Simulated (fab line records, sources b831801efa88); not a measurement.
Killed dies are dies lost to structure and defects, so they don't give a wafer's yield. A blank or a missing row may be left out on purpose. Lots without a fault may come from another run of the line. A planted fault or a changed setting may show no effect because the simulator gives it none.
Problem report in the 8D (eight disciplines) form, filled by code | flow gf180mcu | the parts of the form that need people (team, actions taken, sign-off) are left out

1. THE PROBLEM
chamber_pressure_pa at GF_M4_SPUTTER_04 reads a mean of 0.3134 Pa on 3 wafers of 2 lots; wafers without a fault read 0.3999 Pa with a standard deviation of 0.00095. That is -91 standard deviations from the usual mean.
The step: material TiN, target thk 50 nm, time 41.7 s.
First seen on wafer L694.2, day 29 06:35, on pvd_sputter-04. The record holds 42 wafers of 14 lots with a number at this step. Rule for "out", or "out of limits": more than 4 standard deviations from the usual mean. The other wafers with a number count as sound.

2. WHAT IT IS AND WHAT IT IS NOT
question                    | is                                      | is not
which readings at this step | chamber_pressure_pa, throttle_valve_pct | -
which lots                  | L694, L695                              | L674, L676, L677, L679, L680, L681, L683, L684, L686, L687, L692, L696
which wafers of those lots  | L694.2, L695.1, L695.5                  | L694.4, L694.6, L695.2
read on which tools         | pvd_sputter-04                          | pvd_sputter-02, pvd_sputter-03
when                        | from day 29 06:35                       | up to then (35 sound wafers); but 4 sound wafers of L695, L696 came after

3. SUSPECTS, AND WHAT RULES EACH OUT
Counting: a tool at a process step up to the reading stays a suspect if it ran every lot that is out. Sound lots after the first of them don't rule it out here, since some wafers of a struck lot are sound.
- pvd_sputter-04 at GF_M4_SPUTTER_00 (material Ti, target thk 37.5 nm, time 150 s): kept. It ran every lot that is out, first L694 (day 29 06:25); its last sound lot up to then is L683 (day 25 19:59).
- pvd_sputter-04 at GF_M4_SPUTTER_04 (material TiN, target thk 50 nm, time 41.7 s): kept. It ran every lot that is out, first L694 (day 29 06:35); its last sound lot up to then is L683 (day 25 20:10). Its own readings are out on those wafers: chamber_pressure_pa, throttle_valve_pct.
Left after counting: pvd_sputter-04 at GF_M4_SPUTTER_00, pvd_sputter-04 at GF_M4_SPUTTER_04.

4. THE CAUSE (what the simulator had put in)
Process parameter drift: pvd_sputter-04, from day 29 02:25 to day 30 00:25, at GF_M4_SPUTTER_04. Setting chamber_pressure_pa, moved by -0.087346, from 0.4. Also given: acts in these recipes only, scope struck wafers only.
Counting left 2 suspects, and this tool is among them.

5. THE CHAIN OF EFFECTS, in route order
Each row: a reading whose mean over the struck wafers that have a number lies more than 3 standard deviations from the usual. Only readings for which the record gives a usual standard deviation are gone through. hours: the time from each lot's start at the first step in this table that gives one to its start at this step, as a median over the lots. sigmas: the change in usual standard deviations.
hours | step             | reading             | usual     | on struck wafers | change  | sigmas
0     | GF_M4_SPUTTER_04 | chamber_pressure_pa | 0.3999 Pa | 0.3134           | -0.0865 | -91
0     | GF_M4_SPUTTER_04 | throttle_valve_pct  | 30.2 %    | 34.7             | +4.5    | +4.1
The process steps in it:
- GF_M4_SPUTTER_04: material TiN, target thk 50 nm, time 41.7 s.

6. WHAT WOULD HAVE CAUGHT IT SOONER
In this record the first reading out of limits was taken at day 29 06:35, 4 hours after the fault began at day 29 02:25.
